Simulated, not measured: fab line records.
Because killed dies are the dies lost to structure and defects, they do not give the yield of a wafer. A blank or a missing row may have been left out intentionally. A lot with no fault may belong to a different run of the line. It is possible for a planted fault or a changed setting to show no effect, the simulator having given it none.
Matching of chambers || flow sky130 || 3 sister chambers for SKY_VIA3_HDPCVD_00 on hdpcvd-01
The step deposits SiO2, target thk 1635 nm, time 272.5 s. 6 wafers are shown with their chamber, then 9 later ones without.

WAFERS WITH THEIR CHAMBER
{"wafer": "L514.1", "chamber": 0, "susceptor_temp_C (C)": 399.91, "sih4_flow_sccm (sccm)": 60.02}
{"wafer": "L518.5", "chamber": 2, "susceptor_temp_C (C)": 400.19, "sih4_flow_sccm (sccm)": 60.46}
{"wafer": "L518.6", "chamber": 1, "susceptor_temp_C (C)": 400.08, "sih4_flow_sccm (sccm)": 60.04}
{"wafer": "L519.2", "chamber": 1, "susceptor_temp_C (C)": 399.68, "sih4_flow_sccm (sccm)": 60.02}
{"wafer": "L519.3", "chamber": 0, "susceptor_temp_C (C)": 400.16, "sih4_flow_sccm (sccm)": 59.86}
{"wafer": "L519.4", "chamber": 2, "susceptor_temp_C (C)": 399.94, "sih4_flow_sccm (sccm)": 59.87}

WAFERS WITH NO CHAMBER GIVEN
{"wafer": "L520.2", "susceptor_temp_C (C)": 399.79, "sih4_flow_sccm (sccm)": 59.79}
{"wafer": "L520.5", "susceptor_temp_C (C)": 399.69, "sih4_flow_sccm (sccm)": 59.84}
{"wafer": "L520.6", "susceptor_temp_C (C)": 400.33, "sih4_flow_sccm (sccm)": 59.76}
{"wafer": "L521.1", "susceptor_temp_C (C)": 399.93, "sih4_flow_sccm (sccm)": 60.02}
{"wafer": "L521.4", "susceptor_temp_C (C)": 400.15, "sih4_flow_sccm (sccm)": 60.24}
{"wafer": "L521.5", "susceptor_temp_C (C)": 399.97, "sih4_flow_sccm (sccm)": 60.32}
{"wafer": "L524.3", "susceptor_temp_C (C)": 400.14, "sih4_flow_sccm (sccm)": 60.56}
{"wafer": "L524.4", "susceptor_temp_C (C)": 399.88, "sih4_flow_sccm (sccm)": 60.04}
{"wafer": "L524.6", "susceptor_temp_C (C)": 399.81, "sih4_flow_sccm (sccm)": 59.91}

WHICH CHAMBER EACH ONE RAN IN
{"wafer": "L520.2", "from the rows above": "can't be placed: 1 or 0 or 2", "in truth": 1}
{"wafer": "L520.5", "from the rows above": "can't be placed: 1 or 0 or 2", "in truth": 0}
{"wafer": "L520.6", "from the rows above": "can't be placed: 0 or 2 or 1", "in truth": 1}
{"wafer": "L521.1", "from the rows above": "can't be placed: 1 or 0 or 2", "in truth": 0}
{"wafer": "L521.4", "from the rows above": "can't be placed: 2 or 0 or 1", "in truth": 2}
{"wafer": "L521.5", "from the rows above": "can't be placed: 2 or 1 or 0", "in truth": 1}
{"wafer": "L524.3", "from the rows above": "can't be placed: 2 or 1 or 0", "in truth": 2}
{"wafer": "L524.4", "from the rows above": "can't be placed: 1 or 0 or 2", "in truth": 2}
{"wafer": "L524.6", "from the rows above": "can't be placed: 1 or 0 or 2", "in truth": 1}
Correctly placed: 0 of 9. Unplaceable from these rows: 9, with the true chamber sitting among the candidates in 9. 0 placed wrongly.
How it was worked out, from the rows above alone: a wafer's distance from a chamber is the root of the sum, over the readings, of the square of ((its reading less the chamber's mean) divided by the reading's scatter). The wafer belongs to the nearest chamber; if the next one is less than 2 further off, it can't be placed. For every chamber, the mean is computed from those of its wafers that are shown. How the scatter is found: for the shown wafers, subtract from each reading the mean of its chamber, square and add these, divide the total by (wafers less chambers), then take the root.
